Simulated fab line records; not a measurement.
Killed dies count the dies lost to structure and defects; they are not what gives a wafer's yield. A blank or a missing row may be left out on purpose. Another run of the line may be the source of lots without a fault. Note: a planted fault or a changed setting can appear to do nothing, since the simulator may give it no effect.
Code-filled problem report in 8D (eight disciplines) form | flow sky130 | the parts of the form that need people (team, actions taken, sign-off) are left out

== 1. WHAT IS WRONG ==
CONTACT_HDPCVD_THK at SKY_CONTACT_THK_MEAS_03 reads a mean of 436 nm on 1 wafer of 1 lot; wafers without a fault read 566 nm with a standard deviation of 6.5. Relative to the usual mean, that is a shift of -20 standard deviations.
Seen first at day 32 16:58 on filmMetro-04, wafer L105.2. Wafers with a number at this step in the record: 36, from 12 lots. Rule for "out", or "out of limits": more than 4 standard deviations from the usual mean. The rest of the wafers with a number are treated as sound.

== 2. WHAT IT IS, WHAT IT ISN'T ==
question                    | is                 | is not
which readings at this step | CONTACT_HDPCVD_THK | -
which lots                  | L105               | L101, L113, L114, L115, L116, L117, L118, L119, L120, L121, L122
which wafers of those lots  | L105.2             | L105.3, L105.6
read on which gauges        | filmMetro-04       | filmMetro-02, filmMetro-03
when                        | from day 32 16:58  | up to then (5 sound wafers); but 30 sound wafers of L113, L114, L115, L116, L117, L118, L119, L120, L121, L122 came after

== 3. SUSPECTS, AND WHAT RULES EACH OUT ==
Counting: any tool at a process step up to the reading remains a suspect provided it ran every lot that is out. Sound lots after the first of them don't rule it out here, since some wafers of a struck lot are sound.
- ruled out: the gauge at SKY_CONTACT_THK_MEAS_03. All the wafers that are out were read on filmMetro-04, but those of them that SKY_CONTACT_HDPCVD_02 has rows for are out there too, on other tools.
- hdpcvd-01 at SKY_CONTACT_HDPCVD_02 (deposits SiO2, target thk 565 nm, time 94.2 s): kept. It processed L105, the lot that is out, at day 32 16:53, and its most recent sound lot before then was L101 at day 31 00:10. On those wafers its own readings are out: runLengthS.
- At SKY_CONTACT_HDPCVD_02, inside hdpcvd-01: chamber 0 took the wafers that are out, while their sound lot-mates went through chambers 1, 2.
Remaining after the count: hdpcvd-01 at SKY_CONTACT_HDPCVD_02.

== 4. THE CAUSE (what the simulator had put in) ==
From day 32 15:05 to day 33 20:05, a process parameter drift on hdpcvd-01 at SKY_CONTACT_HDPCVD_02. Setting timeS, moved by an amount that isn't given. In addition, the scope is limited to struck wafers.
The count eliminated every tool but this one.

== 5. SEQUENCE OF EFFECTS, ordered by route ==
Rows list readings where the struck wafers' mean (over those with a number) sits beyond 3 standard deviations from the usual. Only readings for which the record gives a usual standard deviation are gone through. hours: the time from each lot's start at the first step in this table that gives one to its start at this step, as a median over the lots. sigmas: the change in usual standard deviations.
hours | step                    | reading            | usual   | on struck wafers | change | sigmas
0     | SKY_CONTACT_HDPCVD_02   | runLengthS         | 122.2 s | 101.3            | -20.9  | -29
0     | SKY_CONTACT_THK_MEAS_03 | CONTACT_HDPCVD_THK | 566 nm  | 436              | -130   | -20
0     | SKY_CONTACT_CMP_04      | timeToEndpointS    | 85 s    | 33               | -52    | -12
Here are the process steps it includes:
- SKY_CONTACT_HDPCVD_02: deposits SiO2, target thk 565 nm, time 94.2 s.
- SKY_CONTACT_CMP_04: polishes SiO2.
Later measuring or inspecting steps at which every struck wafer that the step has a row for has a number for every such reading, and none has moved that far: SKY_METAL1_RS_MEAS_05.

== 6. HOW IT WOULD HAVE BEEN CAUGHT EARLIER ==
2 hours passed between the start of the fault at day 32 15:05 and the first reading out of limits at a measuring or inspecting step in this record, taken at day 32 16:58.
At SKY_CONTACT_HDPCVD_02, the tool's own readings (runLengthS) were out on each struck wafer the step has a row for, so an alarm limit on them would have fired on the first such wafer.
All the lots that are out (1) had begun SKY_CONTACT_HDPCVD_02 on hdpcvd-01 by day 32 16:58. Holding the tool at that point would not have protected any of them.
